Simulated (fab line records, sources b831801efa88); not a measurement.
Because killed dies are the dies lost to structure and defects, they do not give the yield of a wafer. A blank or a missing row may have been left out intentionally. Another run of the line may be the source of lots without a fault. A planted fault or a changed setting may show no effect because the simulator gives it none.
A struck lot beside a sound one || flow sky130 || 15 steps out of a route of 708
Sound: these wafers, L246.3, L246.4, L246.5. Struck: wafer L236.3 (L236.2, L236.5, from the same lot, were not struck and are left out); the cause is given at the end.
For every step that has rows: the tool of each side, followed by ch and its chambers, followed by its first start. Under that, the readings that differ: sound wafers || struck wafers || difference of the means || sigmas: that difference in standard deviations of wafers without a fault.
alike: a reading whose means differ by less than 2 such deviations, as well as words and numbers matching on both sides. not compared: withheld readings; readings where some wafer has no value; bounds like >300 that might hide an equal value; numbers whose values overlap and for which the record gives no deviation.
The two part at a step that has a row with sigmas, a row that says differs or no value, or rows on one side only. When numbers do not overlap yet have no deviation, they are printed without sigmas and do not part them. A reading missing from all wafers of one side parts the sides only when that side holds two or more wafers.

SKY_SD_N_OVL_MEAS_08:
  sound on overlay-01, day 32 14:49; struck on overlay-01, day 29 02:48
  alike: SD_N_OVL
then, 2 steps without rows for these wafers: SKY_SD_N_IMPLANT_09; SKY_SD_N_IMPLANT_10.
SKY_SD_N_STRIP_11: strips in O2/N2.
  sound on plasmaAsher-04 ch 0,1, day 32 15:10; struck on plasmaAsher-02 ch 0, day 29 03:08
  alike: drypumpMotorCurrentA, oesProductAu, stripTimeToEndpointS
  not compared: rfHoursCounterH
SKY_SD_N_TW_MEAS_12:
  sound on filmMetro-01, day 32 15:15; struck on filmMetro-03, day 29 03:14
  alike: SD_N_TW
then, 1 step without rows for these wafers: SKY_SD_N_CLEAN_13 (cleans in SC1/SC2, time 150 s).
SKY_SD_N_RTA_14: time 2 s.
  sound on rtpAnneal-01 ch 0, day 32 15:35; struck on rtpAnneal-01 ch 0, day 29 03:21
  alike: lampPowerPct, wafer_temp_C_max
SKY_SD_N_RS_MEAS_16: uses a four-point probe to measure.
  sound on filmMetro-04, day 32 15:47; struck on filmMetro-04, day 29 03:32
  alike: SD_N_RS
SKY_SD_N_RS_MEAS_17: uses a four-point probe to measure.
  sound on filmMetro-04, day 32 15:54; struck on filmMetro-04, day 29 03:40
  alike: SD_P_RS
SKY_SD_N_RS_MEAS_18: uses a four-point probe to measure.
  sound on filmMetro-04, day 32 16:01; struck on filmMetro-04, day 29 03:47
  alike: RES_XHIGH_RS
then, 1 step without rows for these wafers: SKY_SALICIDE_CLEAN_00 (cleans in HF-last, time 30 s).
SKY_LI_CONTACT_HDPCVD_00: deposits PSG, target thk 930 nm, time 155 s.
  sound on hdpcvd-02 ch 0,2, day 32 16:07; struck on hdpcvd-01 ch 2, day 29 03:55
{"reading": "runLengthS (s)", "sound": "183.4 183.6 182.8", "struck": 204.3, "difference": "+21.0", "sigmas": "+68"}
{"reading": "model.PSG_of_LI_CONTACT_HDPCVD_00.thkNm (nm)", "sound": "949.9 957.8 932.4", "struck": 1053, "difference": "+106", "sigmas": ""}
SKY_LI_CONTACT_THK_MEAS_01:
  sound on filmMetro-03, day 32 16:14; struck on filmMetro-03, day 29 04:01
{"reading": "LI_CONTACT_HDPCVD_THK (nm)", "sound": "950 959 933", "struck": 1053, "difference": "+106", "sigmas": "+9"}
SKY_LI_CONTACT_CMP_02: polishes PSG.
  sound on cmp-02 ch 1,3, day 32 16:20; struck on cmp-01 ch 1, day 29 04:10
{"reading": "timeToEndpointS (s)", "sound": "38.5 37.5 38.7", "struck": 45.4, "difference": "+7.2", "sigmas": "+2"}
  alike: headPressurePsi, motorCurrentA
SKY_LI_CONTACT_BOW_MEAS_03:
  sound on filmMetro-03, day 32 16:37; struck on filmMetro-01, day 29 04:25
  alike: LI_CONTACT_BOW

WHERE THEY PART
At SKY_LI_CONTACT_HDPCVD_00 first; at SKY_LI_CONTACT_CMP_02 last (within this record only). Later steps at which nothing parts them and some readings are alike: SKY_LI_CONTACT_BOW_MEAS_03.

WHY: the cause the simulator had injected
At SKY_LI_CONTACT_HDPCVD_00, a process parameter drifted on hdpcvd-01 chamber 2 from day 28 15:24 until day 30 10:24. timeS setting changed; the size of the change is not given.
